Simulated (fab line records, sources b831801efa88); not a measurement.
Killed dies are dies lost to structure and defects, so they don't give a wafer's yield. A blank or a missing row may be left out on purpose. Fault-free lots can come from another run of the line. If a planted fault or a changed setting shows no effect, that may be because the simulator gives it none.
2 desks, one fault | flow sky130 | only its own numbers are on each desk; what lay behind them is given at the end

== AT THE TOOL OWNER'S DESK: rie_diel-01 ==
The tool's own readings at SKY_VIA2_ETCH_14 (etches BARC in N2/H2, stops on SiO2, time 45.9 s, target depth 60 nm): means of the sampled wafers that have a number, for each lot that ran on this tool. The brackets show how far a lot's mean lies from the usual mean; more than 4 standard deviations puts the lot out of limits, marked OUT.
Columns: A = bias_w at SKY_VIA2_ETCH_14, usual 100.0 W; B = drypump_motor_current_A at SKY_VIA2_ETCH_14, usual 5.8 A; C = oes_product_au at SKY_VIA2_ETCH_14, usual 0.855 a.u.; D = run_length_s at SKY_VIA2_ETCH_14, usual 74.3 s; E = throttle_valve_pct at SKY_VIA2_ETCH_14, usual 13.224 %
lot  | first seen here | A     | B   | C               | D              | E
L928 | day 36 16:22    | 100.2 | 5.7 | 0.859           | 74.7           | 13.222
L929 | day 37 00:56    | 100.2 | 6.1 | 0.858           | 74.0           | 13.224
L934 | day 38 21:02    | 100.1 | 5.3 | 0.856           | 74.3           | 13.235
L936 | day 39 09:07    | -     | 6.2 | 1.002 (+33) OUT | 56.9 (-31) OUT | 13.241
L939 | day 40 06:26    | -     | 5.7 | 0.991 (+30) OUT | 57.1 (-31) OUT | 13.242
Finding of this desk: L936, L939 out of limits; the first was L936 at day 39 09:07, on oes_product_au at SKY_VIA2_ETCH_14. L928, L929, L934: within limits.

== AT THE METROLOGY DESK ==
What the gauges read for every lot (on any tool): the sampled wafers with a number, averaged. The brackets show how far a lot's mean lies from the usual mean; more than 4 standard deviations puts the lot out of limits, marked OUT.
Columns: A = VIA1_W_THK at SKY_VIA1_THK_MEAS_23, usual 268 nm
lot  | first seen here | A
L928 | day 34 09:24    | 274
L929 | day 34 18:17    | 262
L930 | day 35 08:25    | 272
L931 | day 35 17:26    | 267
L934 | day 36 15:58    | 264
L936 | day 37 05:40    | 265
L938 | day 37 21:41    | 265
L939 | day 38 03:02    | 270
L940 | day 38 12:30    | 260
L945 | day 39 21:59    | 265
L946 | day 40 07:19    | 262
L947 | day 40 09:08    | 274
L948 | day 40 18:23    | 274
L949 | day 41 00:58    | 268
This desk's finding: nothing out of limits on any of the 14 lots.

== TAKEN TOGETHER ==
An alarm could have come from the tool owner's desk at day 39 09:07, on L936, L939.
Nothing out of limits was seen by the metrology desk.
The metrology desk holds a record of L936, L939, inside its limits.
Of the lots named, all ran SKY_VIA2_ETCH_14 on rie_diel-01.

== WHAT THE SIMULATOR HAD PUT IN ==
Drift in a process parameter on rie_diel-01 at SKY_VIA2_ETCH_14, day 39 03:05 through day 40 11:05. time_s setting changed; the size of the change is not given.
Lots struck among those shown: L936, L939.
Delay in hours, fault start to first out-of-limits reading, by desk: the tool owner's desk at 6.
